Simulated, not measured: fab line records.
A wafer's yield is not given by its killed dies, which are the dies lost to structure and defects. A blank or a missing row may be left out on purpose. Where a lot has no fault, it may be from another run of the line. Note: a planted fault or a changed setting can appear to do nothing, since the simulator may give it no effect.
One fault seen from 2 desks | flow sky130 | each desk has only its own numbers; what lay behind them comes last

## AT THE METROLOGY DESK
What the gauges read, lot by lot, whatever tool the lot ran on: means of the sampled wafers that have a number. A lot is out of limits, marked OUT, if its mean lies more than 4 standard deviations from the usual mean; the brackets give that distance.
Columns: A = RES_XHIGH_TW at SKY_RES_XHIGH_TW_MEAS_09, usual 1629; B = cd_nm at SKY_SD_N_CD_MEAS_07, usual 380.4 nm; C = SD_N_OVL at SKY_SD_N_OVL_MEAS_08, usual 0.8 nm; D = SD_N_TW at SKY_SD_N_TW_MEAS_12, usual 3950
lot  | first seen here | A    | B     | C    | D
L309 | day 27 21:46    | 1625 | 383.4 | -1.7 | 3931
L313 | day 29 22:13    | 1624 | 378.8 | 3.3  | 3886
L315 | day 30 05:10    | 1625 | 379.5 | -1.0 | 3931
L317 | day 30 19:46    | 1646 | 377.8 | -1.1 | 3967
L327 | day 33 22:07    | 1604 | 379.1 | 2.2  | 3939
This desk's finding: nothing out of limits on any of the 5 lots.

## FOR THE TOOL OWNER'S DESK: plasma_asher-04
The tool's own readings at SKY_SD_N_STRIP_11 (strips in O2/N2): means of the sampled wafers that have a number, for each lot that ran on this tool. A lot is out of limits, marked OUT, if its mean lies more than 4 standard deviations from the usual mean; the brackets give that distance.
Columns: A = drypump_motor_current_A at SKY_SD_N_STRIP_11, usual 6.1 A; B = oes_product_au at SKY_SD_N_STRIP_11, usual 0.528 a.u.; C = strip_time_to_endpoint_s at SKY_SD_N_STRIP_11, usual 22.54 s
lot  | first seen here | A   | B               | C
L309 | day 29 01:38    | 5.5 | 0.527           | 22.50
L313 | day 31 02:29    | 5.4 | 0.527           | 22.53
L315 | day 31 09:01    | 5.4 | 0.373 (-39) OUT | -
Finding of this desk: L315 out of limits; the first was L315 at day 31 09:01, on oes_product_au at SKY_SD_N_STRIP_11. L309, L313: within limits.

## BROUGHT TOGETHER
The tool owner's desk had the chance to raise an alarm at day 31 09:01 on L315.
Metrology desk: nothing out of limits seen.
The metrology desk has L315 on record, within its limits.
Of the lots named, all ran SKY_SD_N_STRIP_11 on plasma_asher-04.

## WHAT THE SIMULATOR PUT IN
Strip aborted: plasma_asher-04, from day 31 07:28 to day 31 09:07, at SKY_SD_N_STRIP_11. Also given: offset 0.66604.
Lots struck among those shown: L315.
Hours from the fault's start to each desk's first reading out of limits: the tool owner's desk, 2.
